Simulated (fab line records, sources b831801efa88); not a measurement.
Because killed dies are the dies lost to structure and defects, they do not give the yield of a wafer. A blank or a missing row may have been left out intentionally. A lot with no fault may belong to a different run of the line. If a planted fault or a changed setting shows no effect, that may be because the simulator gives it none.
fab line records -- flow gf180mcu
[record] lots = 12, wafers = 36, last-day = 33
route steps=602 shown CONTACT@289
lots that met no fault: taken from a fault-free run of the same line
start-h: the number of hours between the record's first day and the start of the first shown wafer of the lot -- wait-h: hours from the lot's prior step to this one -- " repeats the value in the row above -- L1.1+2: a single row standing in for several wafers -- - no value, or no start was given -- * or withheld: withheld -- < > ~ a bound
route shown NAME@n: names a module that has steps shown in the file, with the first one's number in the route -- usual: the fault-free wafers' mean and standard deviation -- same: alike in all rows -- chamber/n: place in a boat -- sites: the reading at each site -- _std_site: standard deviation of those values -- _edge_site: the outer-site mean with the inner-site mean subtracted -- radius-mm: for every site, how far away it sits from the centre of the wafer -- mask NAME#n: copy n -- behind: the last tool/chamber to shape the wafer -- hold: cause of the lot's hold/its duration in hours/its outcome -- device: the n, p or np transistor that did not switch -- end of line: the same wafers' tests at the end of the route -- where a step has no rows: the recipe by itself -- killed: the dies lost at the first sort to structure and to defects; this is not the yield of the wafer -- map: per-die view of a wafer (x killed, . not killed, _ where there is no die)
set.NAME: the setting that was run; set.NAME@STEP: the one run at that earlier step -- model.NAME: the simulator's own value behind a step, which no gauge read
steps of the route over a sample of lots; a table a step, a row a wafer
services: a tool's chamber out of use, with start hour (start-h, from the record's first day; less than 0 if before it), hours out, and reason
[[steps]]
[step GF_CONTACT_CVD_02]
[recipe] material = SiO2, target-thk-nm = 860, precursor = TEOS, temp-c = 400, time-s = 95.992, rf-w = 600
[usual] heater-power-w = 661/84
lot.wafer,tool,chamber,start-h,wait-h,heater-power-w
L695.1,pecvd-01,1,337.75,0.1,605
L695.5,pecvd-01,2,337.75,0.1,681
L695.6,pecvd-01,1,337.75,0.1,635
L696.4,pecvd-04,2,347.30,0.1,610
L696.5,pecvd-04,1,347.30,0.1,768
L696.6,pecvd-04,0,347.30,0.1,669
L698.1,pecvd-04,1,368.55,0.1,642
L698.3,pecvd-04,2,368.55,0.1,592
L698.5,pecvd-04,0,368.55,0.1,701
L700.2,pecvd-01,1,383.68,0.0,628
L700.4,pecvd-01,0,383.68,0.0,576
L700.6,pecvd-01,1,383.68,0.0,660
L701.2,pecvd-02,2,390.36,0.0,656
L701.5,pecvd-02,0,390.36,0.0,625
L701.6,pecvd-02,1,390.36,0.0,750
L702.2,pecvd-02,0,399.72,0.0,650
L702.3,pecvd-02,1,399.72,0.0,764
L702.6,pecvd-02,2,399.72,0.0,673
L703.1,pecvd-02,1,409.92,0.1,706
L703.2,pecvd-02,2,409.92,0.1,575
L703.5,pecvd-02,2,409.92,0.1,691
L705.1,pecvd-01,0,429.79,0.1,497
L705.2,pecvd-01,1,429.79,0.1,598
L705.3,pecvd-01,2,429.79,0.1,844
L707.1,pecvd-04,1,444.47,0.1,683
L707.2,pecvd-04,0,444.47,0.1,641
L707.4,pecvd-04,1,444.47,0.1,756
L709.2,pecvd-01,1,462.57,0.0,605
L709.3,pecvd-01,0,462.57,0.0,598
L709.5,pecvd-01,1,462.57,0.0,647
L710.1,pecvd-01,2,471.49,0.1,834
L710.2,pecvd-01,0,471.49,0.1,621
L710.3,pecvd-01,1,471.49,0.1,619
L711.2,pecvd-01,2,480.72,0.0,797
L711.4,pecvd-01,1,480.72,0.0,538
L711.5,pecvd-01,0,480.72,0.0,473
[step GF_CONTACT_OVL_MEAS_15]
[usual] CONTACT_OVL = -3/5.8
lot.wafer,tool,chamber,start-h,wait-h,CONTACT_OVL[nm]
L695.1,overlay-02,-,359.32,0.1,2
L695.5,overlay-02,-,359.32,0.1,1
L695.6,overlay-02,-,359.32,0.1,5
L696.4,overlay-02,-,369.48,0.1,-6
L696.5,overlay-02,-,369.48,0.1,-4
L696.6,overlay-02,-,369.48,0.1,-6
L698.1,overlay-02,-,391.62,0.1,-1
L698.3,overlay-02,-,391.62,0.1,-3
L698.5,overlay-02,-,391.62,0.1,-3
L700.2,overlay-02,-,406.81,0.1,-4
L700.4,overlay-02,-,406.81,0.1,1
L700.6,overlay-02,-,406.81,0.1,3
L701.2,overlay-02,-,414.23,0.1,-9
L701.5,overlay-02,-,414.23,0.1,-11
L701.6,overlay-02,-,414.23,0.1,-11
L702.2,overlay-02,-,424.41,0.1,-13
L702.3,overlay-02,-,424.41,0.1,-14
L702.6,overlay-02,-,424.41,0.1,-13
L703.1,overlay-02,-,434.32,0.1,7
L703.2,overlay-02,-,434.32,0.1,4
L703.5,overlay-02,-,434.32,0.1,7
L705.1,overlay-02,-,453.76,0.1,-8
L705.2,overlay-02,-,453.76,0.1,0
L705.3,overlay-02,-,453.76,0.1,-5
L707.1,overlay-01,-,469.47,0.1,-5
L707.2,overlay-01,-,469.47,0.1,-1
L707.4,overlay-01,-,469.47,0.1,-5
L709.2,overlay-02,-,487.27,0.1,-6
L709.3,overlay-02,-,487.27,0.1,-14
L709.5,overlay-02,-,487.27,0.1,-9
L710.1,overlay-02,-,496.22,0.1,7
L710.2,overlay-02,-,496.22,0.1,2
L710.3,overlay-02,-,496.22,0.1,2
L711.2,overlay-01,-,504.76,0.1,-5
L711.4,overlay-01,-,504.76,0.1,-3
L711.5,overlay-01,-,504.76,0.1,-4
[step GF_CONTACT_SPUTTER_23]
[recipe] material = TiN, target-thk-nm = 10, chamber-pressure-pa = 5, power-w = 4000, time-s = 40
[usual] throttle-valve-pct = 30.2/1
lot.wafer,tool,chamber,start-h,wait-h,throttle-valve-pct
L695.1,pvd-sputter-02,-,359.97,0.0,32.1
L695.5,pvd-sputter-02,-,359.97,0.0,32.0
L695.6,pvd-sputter-02,-,359.97,0.0,29.5
L696.4,pvd-sputter-01,-,370.15,0.0,29.5
L696.5,pvd-sputter-01,-,370.15,0.0,29.7
L696.6,pvd-sputter-01,-,370.15,0.0,30.4
L698.1,pvd-sputter-01,-,392.17,0.0,30.2
L698.3,pvd-sputter-01,-,392.17,0.0,28.2
L698.5,pvd-sputter-01,-,392.17,0.0,30.5
L700.2,pvd-sputter-01,-,407.47,0.0,30.5
L700.4,pvd-sputter-01,-,407.47,0.0,28.2
L700.6,pvd-sputter-01,-,407.47,0.0,28.4
L701.2,pvd-sputter-04,-,414.78,0.0,30.7
L701.5,pvd-sputter-04,-,414.78,0.0,30.7
L701.6,pvd-sputter-04,-,414.78,0.0,30.4
L702.2,pvd-sputter-01,-,424.96,0.0,28.1
L702.3,pvd-sputter-01,-,424.96,0.0,30.5
L702.6,pvd-sputter-01,-,424.96,0.0,30.2
L703.1,pvd-sputter-04,-,434.87,0.0,30.8
L703.2,pvd-sputter-04,-,434.87,0.0,30.6
L703.5,pvd-sputter-04,-,434.87,0.0,31.0
L705.1,pvd-sputter-02,-,454.32,0.0,29.3
L705.2,pvd-sputter-02,-,454.32,0.0,27.9
L705.3,pvd-sputter-02,-,454.32,0.0,32.1
L707.1,pvd-sputter-04,-,470.04,0.0,30.5
L707.2,pvd-sputter-04,-,470.04,0.0,30.4
L707.4,pvd-sputter-04,-,470.04,0.0,30.8
L709.2,pvd-sputter-02,-,487.82,0.0,28.0
L709.3,pvd-sputter-02,-,487.82,0.0,31.9
L709.5,pvd-sputter-02,-,487.82,0.0,32.0
L710.1,pvd-sputter-04,-,496.78,0.0,30.8
L710.2,pvd-sputter-04,-,496.78,0.0,30.6
L710.3,pvd-sputter-04,-,496.78,0.0,30.3
L711.2,pvd-sputter-04,-,505.32,0.0,30.8
L711.4,pvd-sputter-04,-,505.32,0.0,30.8
L711.5,pvd-sputter-04,-,505.32,0.0,31.0
[step GF_CONTACT_CVD_24]
[recipe] material = W, target-thk-nm = 300, time-s = 90.339, temp-c = 400, pressure-torr = 40
[usual] heater-power-w = 918/100
lot.wafer,tool,chamber,start-h,wait-h,heater-power-w
L695.1,cvd-w-02,1,360.01,0.0,955
L695.5,cvd-w-02,1,360.01,0.0,1000
L695.6,cvd-w-02,0,360.01,0.0,865
L696.4,cvd-w-02,0,370.22,0.1,864
L696.5,cvd-w-02,0,370.22,0.1,864
L696.6,cvd-w-02,1,370.22,0.1,981
L698.1,cvd-w-01,0,392.21,0.0,1066
L698.3,cvd-w-01,0,392.21,0.0,1050
L698.5,cvd-w-01,1,392.21,0.0,772
L700.2,cvd-w-01,1,407.51,0.0,799
L700.4,cvd-w-01,1,407.51,0.0,809
L700.6,cvd-w-01,1,407.51,0.0,783
L701.2,cvd-w-01,1,414.82,0.0,809
L701.5,cvd-w-01,1,414.82,0.0,779
L701.6,cvd-w-01,0,414.82,0.0,1038
L702.2,cvd-w-01,1,425.00,0.0,802
L702.3,cvd-w-01,0,425.00,0.0,1061
L702.6,cvd-w-01,1,425.00,0.0,801
L703.1,cvd-w-02,1,434.91,0.0,966
L703.2,cvd-w-02,1,434.91,0.0,924
L703.5,cvd-w-02,1,434.91,0.0,939
L705.1,cvd-w-02,1,454.36,0.0,952
L705.2,cvd-w-02,0,454.36,0.0,840
L705.3,cvd-w-02,1,454.36,0.0,978
L707.1,cvd-w-01,0,470.08,0.0,1023
L707.2,cvd-w-01,1,470.08,0.0,804
L707.4,cvd-w-01,0,470.08,0.0,1049
L709.2,cvd-w-01,1,487.86,0.0,781
L709.3,cvd-w-01,1,487.86,0.0,805
L709.5,cvd-w-01,0,487.86,0.0,1054
L710.1,cvd-w-02,1,496.82,0.0,967
L710.2,cvd-w-02,0,496.82,0.0,875
L710.3,cvd-w-02,1,496.82,0.0,940
L711.2,cvd-w-02,1,505.36,0.0,962
L711.4,cvd-w-02,1,505.36,0.0,925
L711.5,cvd-w-02,0,505.36,0.0,849
[step GF_CONTACT_RS_MEAS_25]
[recipe] thk-meas-gauge = four-point-probe, reads = W_of_CONTACT_CVD_24+TiN_of_CONTACT_SPUTTER_23+Ti_of_CONTACT_SPUTTER_22
[usual] CONTACT_W_RS = 0.384/0.0034
lot.wafer,tool,chamber,start-h,wait-h,CONTACT_W_RS[ohm/sq]
L695.1,film-metro-02,-,360.11,0.1,0.384
L695.5,film-metro-02,-,360.11,0.1,0.387
L695.6,film-metro-02,-,360.11,0.1,0.383
L696.4,film-metro-02,-,370.35,0.1,0.384
L696.5,film-metro-02,-,370.35,0.1,0.381
L696.6,film-metro-02,-,370.35,0.1,0.384
L698.1,film-metro-01,-,392.31,0.1,0.383
L698.3,film-metro-01,-,392.31,0.1,0.385
L698.5,film-metro-01,-,392.31,0.1,0.382
L700.2,film-metro-04,-,407.63,0.1,0.385
L700.4,film-metro-04,-,407.63,0.1,0.382
L700.6,film-metro-04,-,407.63,0.1,0.385
L701.2,film-metro-02,-,414.96,0.1,0.377
L701.5,film-metro-02,-,414.96,0.1,0.377
L701.6,film-metro-02,-,414.96,0.1,0.379
L702.2,film-metro-01,-,425.12,0.1,0.384
L702.3,film-metro-01,-,425.12,0.1,0.387
L702.6,film-metro-01,-,425.12,0.1,0.381
L703.1,film-metro-01,-,435.11,0.2,0.380
L703.2,film-metro-01,-,435.11,0.2,0.378
L703.5,film-metro-01,-,435.11,0.2,0.385
L705.1,film-metro-02,-,454.46,0.1,0.381
L705.2,film-metro-02,-,454.46,0.1,0.382
L705.3,film-metro-02,-,454.46,0.1,0.379
L707.1,film-metro-04,-,470.18,0.1,0.386
L707.2,film-metro-04,-,470.18,0.1,0.383
L707.4,film-metro-04,-,470.18,0.1,0.385
L709.2,film-metro-02,-,487.98,0.1,0.381
L709.3,film-metro-02,-,487.98,0.1,0.383
L709.5,film-metro-02,-,487.98,0.1,0.387
L710.1,film-metro-01,-,496.92,0.1,0.388
L710.2,film-metro-01,-,496.92,0.1,0.476
L710.3,film-metro-01,-,496.92,0.1,0.390
L711.2,film-metro-01,-,505.48,0.1,0.389
L711.4,film-metro-01,-,505.48,0.1,0.387
L711.5,film-metro-01,-,505.48,0.1,0.468
[step GF_CONTACT_THK_MEAS_26]
[recipe] thk-meas-gauge = xrf, reads = W_of_CONTACT_CVD_24
[usual] CONTACT_W_THK = 304/4.2
lot.wafer,tool,chamber,start-h,wait-h,CONTACT_W_THK[nm]
L695.1,film-metro-02,-,360.23,0.1,306
L695.5,film-metro-02,-,360.23,0.1,303
L695.6,film-metro-02,-,360.23,0.1,306
L696.4,film-metro-02,-,370.44,0.1,305
L696.5,film-metro-02,-,370.44,0.1,308
L696.6,film-metro-02,-,370.44,0.1,305
L698.1,film-metro-01,-,392.43,0.1,308
L698.3,film-metro-01,-,392.43,0.1,306
L698.5,film-metro-01,-,392.43,0.1,310
L700.2,film-metro-04,-,407.74,0.1,296
L700.4,film-metro-04,-,407.74,0.1,300
L700.6,film-metro-04,-,407.74,0.1,297
L701.2,film-metro-02,-,415.07,0.1,309
L701.5,film-metro-02,-,415.07,0.1,309
L701.6,film-metro-02,-,415.07,0.1,307
L702.2,film-metro-01,-,425.23,0.1,307
L702.3,film-metro-01,-,425.23,0.1,302
L702.6,film-metro-01,-,425.23,0.1,309
L703.1,film-metro-01,-,435.23,0.1,310
L703.2,film-metro-01,-,435.23,0.1,313
L703.5,film-metro-01,-,435.23,0.1,307
L705.1,film-metro-02,-,454.58,0.1,306
L705.2,film-metro-02,-,454.58,0.1,304
L705.3,film-metro-02,-,454.58,0.1,309
L707.1,film-metro-04,-,470.30,0.1,298
L707.2,film-metro-04,-,470.30,0.1,299
L707.4,film-metro-04,-,470.30,0.1,299
L709.2,film-metro-02,-,488.09,0.1,304
L709.3,film-metro-02,-,488.09,0.1,302
L709.5,film-metro-02,-,488.09,0.1,300
L710.1,film-metro-01,-,497.04,0.1,305
L710.2,film-metro-01,-,497.04,0.1,250
L710.3,film-metro-01,-,497.04,0.1,303
L711.2,film-metro-01,-,505.59,0.1,303
L711.4,film-metro-01,-,505.59,0.1,307
L711.5,film-metro-01,-,505.59,0.1,253
[step GF_CONTACT_CMP_27]
[recipe] stop-on = SiO2, down-force-psi = 3.5, platen-rpm = 60, t-overpolish-s = 15, target-thk-nm = 0, pad-velocity-m-s = 0.94248
[usual] edge-zone-pressure-frac = 1.000/0.0055, motor-current-A = 11.2/1.8, time-to-endpoint-s = 72.1/2.3
lot.wafer,tool,chamber,start-h,wait-h,edge-zone-pressure-frac,motor-current-A,time-to-endpoint-s
L695.1,cmp-01,2,360.39,0.1,0.999,10.6,72.4
L695.5,cmp-01,0,360.39,0.1,1.007,9.9,73.4
L695.6,cmp-01,1,360.39,0.1,1.007,10.5,74.0
L696.4,cmp-01,0,370.62,0.2,0.998,9.9,76.2
L696.5,cmp-01,1,370.62,0.2,0.990,11.2,71.9
L696.6,cmp-01,2,370.62,0.2,0.993,10.6,73.1
L698.1,cmp-01,1,392.59,0.1,0.995,10.8,74.7
L698.3,cmp-01,2,392.59,0.1,1.005,10.5,73.9
L698.5,cmp-01,0,392.59,0.1,1.001,10.1,74.8
L700.4,cmp-01,1,407.89,0.1,1.001,10.9,74.1
L700.2,cmp-01,2,407.89,0.1,1.002,10.2,75.0
L700.6,cmp-01,3,407.89,0.1,0.996,10.4,72.6
L701.2,cmp-02,2,415.22,0.1,1.003,10.6,74.2
L701.5,cmp-02,0,415.22,0.1,0.992,9.4,71.9
L701.6,cmp-02,1,415.22,0.1,0.989,15.2,72.8
L702.3,cmp-01,3,425.33,0.1,0.995,9.8,69.6
L702.2,cmp-01,1,425.33,0.1,0.999,10.9,71.8
L702.6,cmp-01,3,425.33,0.1,1.005,9.7,73.4
L703.2,cmp-02,1,435.34,0.1,1.004,14.5,75.0
L703.1,cmp-02,2,435.34,0.1,1.005,10.8,73.8
L703.5,cmp-02,0,435.34,0.1,1.002,9.5,72.8
L705.1,cmp-02,0,454.64,0.1,0.990,9.3,73.5
L705.2,cmp-02,2,454.64,0.1,0.996,10.6,70.7
L705.3,cmp-02,3,454.64,0.1,1.000,12.5,69.1
L707.2,cmp-01,2,470.36,0.0,0.998,10.4,73.3
L707.4,cmp-01,3,470.36,0.0,1.000,10.2,74.2
L707.1,cmp-01,1,470.36,0.0,0.999,11.1,74.9
L709.3,cmp-01,1,488.14,0.0,0.993,11.0,72.0
L709.2,cmp-01,0,488.14,0.0,0.994,10.0,70.6
L709.5,cmp-01,2,488.14,0.0,0.996,10.1,73.5
L710.3,cmp-01,0,497.10,0.0,1.008,9.7,68.9
L710.1,cmp-01,1,497.10,0.0,0.995,10.6,76.1
L710.2,cmp-01,2,497.10,0.0,1.003,10.3,59.7
L711.2,cmp-02,2,505.74,0.1,0.990,10.7,68.1
L711.4,cmp-02,3,505.74,0.1,1.000,12.2,69.1
L711.5,cmp-02,0,505.74,0.1,1.005,10.3,56.6
[[services]]
tool,chamber,start-h,hours,kind
pecvd-01,-,322.65,1.6,repair
pecvd-04,2,327.64,10.0,repair
pecvd-02,-,328.84,0.7,repair
pecvd-02,-,346.20,6.0,pm
cmp-02,-,352.45,4.8,repair
cmp-02,-,365.08,6.7,repair
pecvd-02,-,368.88,14.0,pm
pecvd-02,0,372.68,2.3,repair
cvd-w-02,-,390.00,14.0,pm
cmp-01,-,398.81,5.2,pm
cmp-02,-,404.00,4.0,pm
cmp-01,-,410.39,5.9,pm
cvd-w-02,0,430.19,14.0,repair
cmp-01,-,438.15,5.3,pm
cmp-02,-,440.12,1.6,repair
cmp-02,-,440.87,3.3,repair
cvd-w-02,-,441.94,0.5,repair
cmp-01,-,455.98,5.4,repair
pecvd-01,-,457.72,3.4,repair
cmp-02,-,474.17,0.8,repair
pvd-sputter-01,-,481.81,53.1,repair
cmp-02,-,482.20,2.2,repair
pvd-sputter-04,-,497.01,1.5,repair
pecvd-01,1,497.11,6.4,repair
[[key]]
[first-sign] step = GF_CONTACT_RS_MEAS_25, reading = CONTACT_W_RS, direction = up, sigmas = 26, usual = 0.384, struck = 0.472
[effect] step = GF_CONTACT_THK_MEAS_26, reading = CONTACT_W_THK, direction = down, sigmas = 12, usual = 304, struck = 252
[effect] step = GF_CONTACT_CMP_27, reading = time-to-endpoint-s, direction = down, sigmas = 6, usual = *, struck = *
met-at GF_CONTACT_CVD_24
struck-lots L710,L711
struck-wafers L710.2,L711.5
tester-left-out L710,L711
not-acting-at GF_CONTACT_CVD_02,GF_CONTACT_OVL_MEAS_15,GF_CONTACT_SPUTTER_23
onset-between 454.36 496.82
[fault] kind = process-parameter-drift, tool = cvd-w-02, chamber = 0, onset-h = 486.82, steps = GF_CONTACT_CVD_24, channel = target-thk-nm, offset = -54.579, shape = step, end-h = 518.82, acts-in = these-recipes-only, stated = 300
// tester-left-out: of these lots the tester's yield and bins aren't shown, on N5 and GAA mostly nor the transistor test; their killed dies are dies lost to structure and defects alone, not to doping, threshold or leakage, so they don't give the yield
